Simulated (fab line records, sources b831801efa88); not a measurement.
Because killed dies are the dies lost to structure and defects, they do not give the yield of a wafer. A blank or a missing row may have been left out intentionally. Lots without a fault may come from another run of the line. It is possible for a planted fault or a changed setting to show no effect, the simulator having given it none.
The tool behind it: which one? / flow gf180mcu / 18 wafers from 6 lots sampled at 2 of the route's 602 steps

## WHAT THE GAUGES READ, wafer by wafer
GF_TOP_METAL_THK_MEAS_06: measures by xrf.
lot=L783; measured=day 27 22:34; on=film_metro-02; TOP_METAL_ALCU_THK (nm)=868 869 873
lot=L785; measured=day 28 17:59; on=film_metro-01; TOP_METAL_ALCU_THK (nm)=862 863 871
lot=L787; measured=day 29 04:30; on=film_metro-01; TOP_METAL_ALCU_THK (nm)=878 875 885
lot=L789; measured=day 29 21:20; on=film_metro-02; TOP_METAL_ALCU_THK (nm)=878 898 879
lot=L791; measured=day 30 11:46; on=film_metro-01; TOP_METAL_ALCU_THK (nm)=885 873 868
lot=L802; measured=day 33 11:32; on=film_metro-02; TOP_METAL_ALCU_THK (nm)=878 873 881

## EACH LOT AND THE TOOL THAT RAN IT (in order: tool; ch and the chambers of the sampled wafers; start)
lot=L783; GF_TOP_METAL_SPUTTER_01=pvd_sputter-01, day 27 22:20
lot=L785; GF_TOP_METAL_SPUTTER_01=pvd_sputter-01, day 28 17:44
lot=L787; GF_TOP_METAL_SPUTTER_01=pvd_sputter-03, day 29 04:15
lot=L789; GF_TOP_METAL_SPUTTER_01=pvd_sputter-01, day 29 21:05
lot=L791; GF_TOP_METAL_SPUTTER_01=pvd_sputter-02, day 30 11:30
lot=L802; GF_TOP_METAL_SPUTTER_01=pvd_sputter-03, day 33 11:17
- GF_TOP_METAL_SPUTTER_01: material TiN, target thk 30 nm, time 25 s.

## THE ANSWER, worked out from the rows above alone
Rule: what is usual is taken from the lots themselves. The widest of any qualifying gaps counts: lots, ordered by their means at a reading, are off when they make up no more than a third of the lots, leave a main group of 4 or more, and stand apart from it by 3 or more times the standard deviation of that group's means. A main group whose means are all the same, to the digits that the tables above print for the reading, isn't used. A lot without any number at a reading at which 4 lots or more have one is off too. Any other lot the step has rows for is counted as sound.
No lot is off at any reading shown: from this, nothing can be told.

## WHAT WAS PUT IN BY THE SIMULATOR
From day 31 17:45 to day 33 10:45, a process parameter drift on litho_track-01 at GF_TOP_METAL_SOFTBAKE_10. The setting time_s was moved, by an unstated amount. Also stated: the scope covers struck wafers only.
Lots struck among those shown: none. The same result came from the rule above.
